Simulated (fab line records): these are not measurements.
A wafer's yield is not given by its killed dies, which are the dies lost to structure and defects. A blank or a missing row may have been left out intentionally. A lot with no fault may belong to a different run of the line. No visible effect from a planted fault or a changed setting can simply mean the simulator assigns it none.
Tool commonality check || flow gf180mcu || Lots sampled 13, wafers sampled 39

== WHY THIS WAS OPENED ==
GF_STI_THK_MEAS_04, reading STI_CVD_03_THK: flagged on 3 of 13 lots. Wafers without a fault read 207.2 nm, standard deviation 1.6.
Rule: flag the lot when none of its wafers has a number, or when each of its wafers that has one lies beyond 4 standard deviations from that mean. As for the other lots, they are considered sound.

{"lot": "L736", "measured": "day 1 13:34", "on": "film_metro-03", "STI_CVD_03_THK (nm), wafer by wafer": "210.5 209.4 210.1", "flag": ""}
{"lot": "L738", "measured": "day 2 01:08", "on": "film_metro-02", "STI_CVD_03_THK (nm), wafer by wafer": "207.5 208.5 206.6", "flag": ""}
{"lot": "L739", "measured": "day 2 04:34", "on": "film_metro-04", "STI_CVD_03_THK (nm), wafer by wafer": "205.8 206.4 206.4", "flag": ""}
{"lot": "L740", "measured": "day 2 10:55", "on": "film_metro-03", "STI_CVD_03_THK (nm), wafer by wafer": "207.5 206.5 206.9", "flag": ""}
{"lot": "L741", "measured": "day 2 14:34", "on": "film_metro-04", "STI_CVD_03_THK (nm), wafer by wafer": "208.6 210.0 208.9", "flag": ""}
{"lot": "L743", "measured": "day 3 00:44", "on": "film_metro-03", "STI_CVD_03_THK (nm), wafer by wafer": "236.4 237.2 235.5", "flag": "FLAGGED"}
{"lot": "L744", "measured": "day 3 05:34", "on": "film_metro-03", "STI_CVD_03_THK (nm), wafer by wafer": "204.8 206.8 204.2", "flag": ""}
{"lot": "L745", "measured": "day 3 11:56", "on": "film_metro-02", "STI_CVD_03_THK (nm), wafer by wafer": "234.6 233.5 231.4", "flag": "FLAGGED"}
{"lot": "L746", "measured": "day 3 16:17", "on": "film_metro-02", "STI_CVD_03_THK (nm), wafer by wafer": "235.8 235.9 237.2", "flag": "FLAGGED"}
{"lot": "L756", "measured": "day 5 19:35", "on": "film_metro-03", "STI_CVD_03_THK (nm), wafer by wafer": "207.0 207.0 206.4", "flag": ""}
{"lot": "L757", "measured": "day 5 23:59", "on": "film_metro-02", "STI_CVD_03_THK (nm), wafer by wafer": "206.6 207.8 208.0", "flag": ""}
{"lot": "L758", "measured": "day 6 04:36", "on": "film_metro-02", "STI_CVD_03_THK (nm), wafer by wafer": "209.3 207.8 207.9", "flag": ""}
{"lot": "L759", "measured": "day 6 08:35", "on": "film_metro-02", "STI_CVD_03_THK (nm), wafer by wafer": "208.1 207.6 207.6", "flag": ""}
On average the flagged lots' numbers are 235.3 nm, which is +28.1 nm against the usual, or +18 standard deviations.

== WHICH TOOL EACH LOT WENT THROUGH ==
The record holds 1 process step before the reading, out of a route of 602 steps. Each cell gives the tool, then ch followed by the chambers the sampled wafers passed through, then the start.
{"lot": "L736", "flag": "", "GF_STI_CVD_03": "lpcvd-01 ch 0, day 1 11:34"}
{"lot": "L738", "flag": "", "GF_STI_CVD_03": "lpcvd-01 ch 0, day 1 22:10"}
{"lot": "L739", "flag": "", "GF_STI_CVD_03": "lpcvd-02 ch 0, day 2 02:34"}
{"lot": "L740", "flag": "", "GF_STI_CVD_03": "lpcvd-02 ch 0, day 2 08:56"}
{"lot": "L741", "flag": "", "GF_STI_CVD_03": "lpcvd-01 ch 0, day 2 12:34"}
{"lot": "L743", "flag": "FLAGGED", "GF_STI_CVD_03": "lpcvd-02 ch 0, day 2 22:44"}
{"lot": "L744", "flag": "", "GF_STI_CVD_03": "lpcvd-01 ch 0, day 3 03:34"}
{"lot": "L745", "flag": "FLAGGED", "GF_STI_CVD_03": "lpcvd-02 ch 0, day 3 09:56"}
{"lot": "L746", "flag": "FLAGGED", "GF_STI_CVD_03": "lpcvd-02 ch 0, day 3 14:17"}
{"lot": "L756", "flag": "", "GF_STI_CVD_03": "lpcvd-01 ch 0, day 5 16:36"}
{"lot": "L757", "flag": "", "GF_STI_CVD_03": "lpcvd-01 ch 1, day 5 21:00"}
{"lot": "L758", "flag": "", "GF_STI_CVD_03": "lpcvd-01 ch 1, day 6 01:37"}
{"lot": "L759", "flag": "", "GF_STI_CVD_03": "lpcvd-02 ch 1, day 6 06:34"}
These steps, and what they do:
- GF_STI_CVD_03: deposits Si3N4 from DCS/NH3, target thk 207.16 nm, time 3551 s.
- GF_STI_THK_MEAS_04

== FLAGGED OVER TOTAL, TOOL BY TOOL (the gauges that took the reading come last) ==
{"step": "GF_STI_CVD_03", "tool": "lpcvd-01", "lots run": 7, "flagged": 0, "share of the flagged lots": "none", "sound lots run after its first flagged lot": "-"}
{"step": "GF_STI_CVD_03", "tool": "lpcvd-02", "lots run": 6, "flagged": 3, "share of the flagged lots": "all", "sound lots run after its first flagged lot": "1 (L759)"}
{"step": "GF_STI_THK_MEAS_04", "tool": "film_metro-02", "lots run": 6, "flagged": 2, "share of the flagged lots": "some", "sound lots run after its first flagged lot": "3 (L757,L758,L759)"}
{"step": "GF_STI_THK_MEAS_04", "tool": "film_metro-03", "lots run": 5, "flagged": 1, "share of the flagged lots": "some", "sound lots run after its first flagged lot": "2 (L744,L756)"}
{"step": "GF_STI_THK_MEAS_04", "tool": "film_metro-04", "lots run": 2, "flagged": 0, "share of the flagged lots": "none", "sound lots run after its first flagged lot": "-"}

== WHAT IS ALLOWED BY THE TABLE ==
All flagged lots share 1 row of the table, namely lpcvd-02 at GF_STI_CVD_03.
- lpcvd-02 at GF_STI_CVD_03 ran 6 lots, 3 of them flagged. Lots that were sound ran on it after the first flagged one (L759); a persistent fault on the entire tool would not allow that.
None of the table's rows ran every flagged lot and, after the first, no sound lot.

== WHAT HAD BEEN PUT IN BY THE SIMULATOR ==
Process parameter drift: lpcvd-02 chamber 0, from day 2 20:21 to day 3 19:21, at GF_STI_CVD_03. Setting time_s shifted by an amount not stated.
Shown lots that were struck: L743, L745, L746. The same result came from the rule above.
